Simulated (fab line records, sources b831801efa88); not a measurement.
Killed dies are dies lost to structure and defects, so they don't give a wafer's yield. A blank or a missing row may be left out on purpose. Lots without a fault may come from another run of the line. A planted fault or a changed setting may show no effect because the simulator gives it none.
fab line records | flow gf180mcu | part 2 of 2: steps 26 to 34 of 34
record lots=5 wafers=15 last_day=34
route steps=602 shown V5@542 TOP_METAL@567
lots that met no fault: from a run of the same line without faults
start_h: hours from the record's first day to the start of the lot's first wafer shown | wait_h: hours since the lot's step before | " the same as in the row above | L1.1+2: a row that stands for several wafers | - no value, or no start given | * or withheld: withheld | < > ~ a bound
route shown NAME@n: a module of which the file shows steps, and the number in the route of the first | usual: mean/standard deviation of fault-free wafers | same: alike in all rows | chamber/n: place in a boat | sites: the reading at each site | _std_site: their standard deviation | _edge_site: outer sites' mean less inner sites' | radius_mm: how far each site lies from the wafer's centre | mask NAME#n: copy n | behind: the tool/chamber that last shaped the wafer | hold: why the lot was held/for how many hours/how that ended | device: the transistor (n, p or np) that didn't switch | end of line: the same wafers' tests at the end of the route | a step without rows: its recipe alone | killed: dies lost to structure and defects at the first sort, not the wafer's yield | map: a wafer's dies, x killed, . not, _ none there
set.NAME: the setting as run; set.NAME@STEP: as run at that earlier step | model.NAME: the simulator's own value behind a step, which no gauge read
lots at some steps of the route; a table a step, a row a wafer
services: from which hour (start_h, from the record's first day; less than 0 if before it) a tool's chamber was out of use, for how many hours, and why
## steps
# step GF_TOP_METAL_SPUTTER_00
# recipe material=Ti target_thk_nm=37.5 arriving_ion_energy_ev=80 substrate_temp_c=200 chamber_pressure_pa=2 power_w=4000 time_s=150
# usual throttle_valve_pct=30.2/0.76
# columns lot.wafer tool chamber start_h wait_h throttle_valve_pct
L078.1 pvd_sputter-03 - 663.40 0.2 30.7
L078.2 " - " " 29.3
L078.4 " - " " 30.7
L080.1 pvd_sputter-04 - 679.20 0.2 30.8
L080.3 " - " " 30.7
L080.6 " - " " 30.4
L082.2 pvd_sputter-03 - 696.32 0.1 30.5
L082.3 " - " " 30.5
L082.4 " - " " 29.6
L088.3 pvd_sputter-01 - 735.10 0.2 29.3
L088.4 " - " " 31.0
L088.5 " - " " 31.4
L094.1 pvd_sputter-04 - 770.51 0.2 30.6
L094.5 " - " " 30.5
L094.6 " - " " 30.7
# step GF_TOP_METAL_SPUTTER_01
# recipe material=TiN target_thk_nm=30 power_w=6500 time_s=25 chamber_pressure_pa=0.4
# usual throttle_valve_pct=30.2/0.77
# columns lot.wafer tool chamber start_h wait_h throttle_valve_pct
L078.1 pvd_sputter-03 - 663.50 0.1 31.0
L078.2 " - " " 29.4
L078.4 " - " " 30.5
L080.1 pvd_sputter-04 - 679.30 0.1 30.7
L080.3 " - " " 30.6
L080.6 " - " " 30.5
L082.2 pvd_sputter-03 - 696.42 0.1 30.5
L082.3 " - " " 31.0
L082.4 " - " " 29.6
L088.3 pvd_sputter-01 - 735.20 0.1 29.3
L088.4 " - " " 30.7
L088.5 " - " " 31.4
L094.1 pvd_sputter-04 - 770.61 0.1 30.7
L094.5 " - " " 30.6
L094.6 " - " " 30.4
# step GF_TOP_METAL_SPUTTER_02
# recipe material=AlCu target_thk_nm=900 power_w=10600 chamber_pressure_pa=0.3 substrate_temp_c=250 gas=Ar time_s=46.16
# usual throttle_valve_pct=30.3/0.77
# columns lot.wafer tool chamber start_h wait_h throttle_valve_pct
L078.1 pvd_sputter-03 - 663.53 0.0 30.9
L078.2 " - " " 29.2
L078.4 " - " " 31.1
L080.1 pvd_sputter-04 - 679.33 0.0 30.5
L080.3 " - " " 30.9
L080.6 " - " " 30.5
L082.2 pvd_sputter-03 - 696.45 0.0 30.5
L082.3 " - " " 30.6
L082.4 " - " " 29.5
L088.3 pvd_sputter-01 - 735.23 0.0 29.5
L088.4 " - " " 30.9
L088.5 " - " " 31.4
L094.1 pvd_sputter-04 - 770.64 0.0 30.7
L094.5 " - " " 30.5
L094.6 " - " " 30.8
# step GF_TOP_METAL_SPUTTER_03
# recipe material=Ti target_thk_nm=5 substrate_temp_c=300 chamber_pressure_pa=0.3 power_w=3000 time_s=3.3
# usual throttle_valve_pct=30.2/0.78
# columns lot.wafer tool chamber start_h wait_h throttle_valve_pct
L078.1 pvd_sputter-03 - 663.57 0.0 30.8
L078.2 " - " " 29.5
L078.4 " - " " 30.9
L080.1 pvd_sputter-04 - 679.37 0.0 30.7
L080.3 " - " " 30.9
L080.6 " - " " 30.6
L082.2 pvd_sputter-03 - 696.49 0.0 30.7
L082.3 " - " " 30.7
L082.4 " - " " 29.6
L088.3 pvd_sputter-01 - 735.27 0.0 29.1
L088.4 " - " " 31.1
L088.5 " - " " 31.5
L094.1 pvd_sputter-04 - 770.69 0.0 30.8
L094.5 " - " " 30.4
L094.6 " - " " 30.6
# step GF_TOP_METAL_SPUTTER_04
# recipe material=TiN target_thk_nm=25 power_w=6500 time_s=20.8 chamber_pressure_pa=0.4
# usual throttle_valve_pct=30.2/0.76
# columns lot.wafer tool chamber start_h wait_h throttle_valve_pct
L078.1 pvd_sputter-03 - 663.59 0.0 30.7
L078.2 " - " " 29.7
L078.4 " - " " 30.8
L080.1 pvd_sputter-04 - 679.39 0.0 30.5
L080.3 " - " " 30.8
L080.6 " - " " 30.5
L082.2 pvd_sputter-03 - 696.51 0.0 30.3
L082.3 " - " " 31.0
L082.4 " - " " 29.5
L088.3 pvd_sputter-01 - 735.29 0.0 29.4
L088.4 " - " " 30.8
L088.5 " - " " 31.3
L094.1 pvd_sputter-04 - 770.71 0.0 30.6
L094.5 " - " " 30.5
L094.6 " - " " 30.4
# step GF_TOP_METAL_RS_MEAS_05
# recipe thk_meas_gauge=four-point-probe reads=TiN_of_TOP_METAL_SPUTTER_04+Ti_of_TOP_METAL_SPUTTER_03+AlCu_of_TOP_METAL_SPUTTER_02+TiN_of_TOP_METAL_SPUTTER_01+Ti_of_TOP_METAL_SPUTTER_00
# usual TOP_METAL_ALCU_RS=0.0339/0.00043
# columns lot.wafer tool chamber start_h wait_h TOP_METAL_ALCU_RS[ohm/sq]
L078.1 film_metro-04 - 663.62 0.0 0.0344
L078.2 " - " " 0.0346
L078.4 " - " " 0.0341
L080.1 film_metro-02 - 679.42 0.0 0.0334
L080.3 " - " " 0.0340
L080.6 " - " " 0.0333
L082.2 film_metro-02 - 696.56 0.0 0.0340
L082.3 " - " " 0.0344
L082.4 " - " " 0.0344
L088.3 film_metro-02 - 735.36 0.1 0.0338
L088.4 " - " " 0.0338
L088.5 " - " " 0.0334
L094.1 film_metro-04 - 770.73 0.0 0.0333
L094.5 " - " " 0.0331
L094.6 " - " " 0.0334
# step GF_TOP_METAL_THK_MEAS_06
# recipe thk_meas_gauge=xrf reads=AlCu_of_TOP_METAL_SPUTTER_02
# usual TOP_METAL_ALCU_THK=872/13
# columns lot.wafer tool chamber start_h wait_h TOP_METAL_ALCU_THK[nm]
L078.1 film_metro-04 - 663.74 0.1 855
L078.2 " - " " 847
L078.4 " - " " 855
L080.1 film_metro-02 - 679.54 0.1 888
L080.3 " - " " 876
L080.6 " - " " 890
L082.2 film_metro-02 - 696.67 0.1 870
L082.3 " - " " 856
L082.4 " - " " 863
L088.3 film_metro-02 - 735.46 0.1 880
L088.4 " - " " 874
L088.5 " - " " 887
L094.1 film_metro-04 - 770.85 0.1 879
L094.5 " - " " 885
L094.6 " - " " 878
# step GF_TOP_METAL_DEHYDRATE_07
# recipe temp_c=200 time_s=60
# usual exhaust_pa=44.8/0.96
# columns lot.wafer tool chamber start_h wait_h exhaust_pa
L078.1 litho_track-02 0 673.24 9.5 43.7
L078.2 " 0 " " 45.1
L078.4 " 0 " " 43.7
L080.1 litho_track-01 0 688.35 8.8 45.6
L080.3 " 0 " " 45.0
L080.6 " 0 " " 46.0
L082.2 litho_track-03 0 705.08 8.4 43.6
L082.3 " 0 " " 44.7
L082.4 " 0 " " 44.5
L088.3 litho_track-01 0 743.25 7.8 46.3
L088.4 " 0 " " 45.1
L088.5 " 0 " " 44.9
L094.1 litho_track-01 0 777.85 7.0 45.5
L094.5 " 0 " " 45.5
L094.6 " 0 " " 44.6
# step GF_TOP_METAL_HMDS_08
# recipe prime_time_s=60 prime_temp_c=120
# usual exhaust_pa=44.9/0.94 prime_temp_c=119.98/0.14
# columns lot.wafer tool chamber start_h wait_h exhaust_pa prime_temp_c
L078.1 litho_track-02 0 673.39 0.1 46.1 119.72
L078.2 " 0 " " 45.2 119.80
L078.4 " 0 " " 45.1 119.87
L080.1 litho_track-01 0 688.50 0.1 43.8 120.03
L080.3 " 0 " " 44.9 119.87
L080.6 " 0 " " 45.0 119.96
L082.2 litho_track-03 0 705.23 0.1 44.2 119.96
L082.3 " 0 " " 44.8 119.89
L082.4 " 0 " " 44.0 120.00
L088.3 litho_track-01 0 743.40 0.1 43.6 120.21
L088.4 " 0 " " 44.1 120.02
L088.5 " 0 " " 45.0 119.98
L094.1 litho_track-01 0 778.00 0.1 43.5 119.84
L094.5 " 0 " " 43.8 119.82
L094.6 " 0 " " 42.5 119.95
## services
# columns tool chamber start_h hours kind
rie_diel-04 2 620.54 4.0 repair
krf_scanner-02 - 629.10 0.8 pm
rie_diel-04 2 632.51 3.1 repair
krf_scanner-02 - 636.07 1.3 repair
pvd_sputter-01 - 643.36 3.2 repair
rie_diel-04 2 645.97 15.5 repair
cvd_w-02 0 657.80 5.5 repair
krf_scanner-02 - 658.23 0.8 pm
cmp-01 - 666.36 3.0 pm
pecvd-02 1 670.56 6.2 repair
rie_diel-02 3 671.64 1.4 repair
rie_diel-04 2 684.51 5.4 repair
pvd_sputter-01 - 689.39 16.9 repair
pvd_sputter-04 - 693.75 5.1 repair
cmp-02 - 724.31 0.8 repair
cmp-02 - 724.56 2.7 repair
rie_diel-04 1 725.82 2.6 repair
pvd_sputter-04 - 730.86 3.7 repair
cmp-01 - 744.04 0.4 repair
cmp-02 - 744.11 4.0 pm
rie_diel-02 - 759.16 2.8 pm
rie_diel-02 2 772.36 15.1 repair
cmp-01 - 773.49 1.1 repair
rie_diel-04 2 774.60 10.6 repair
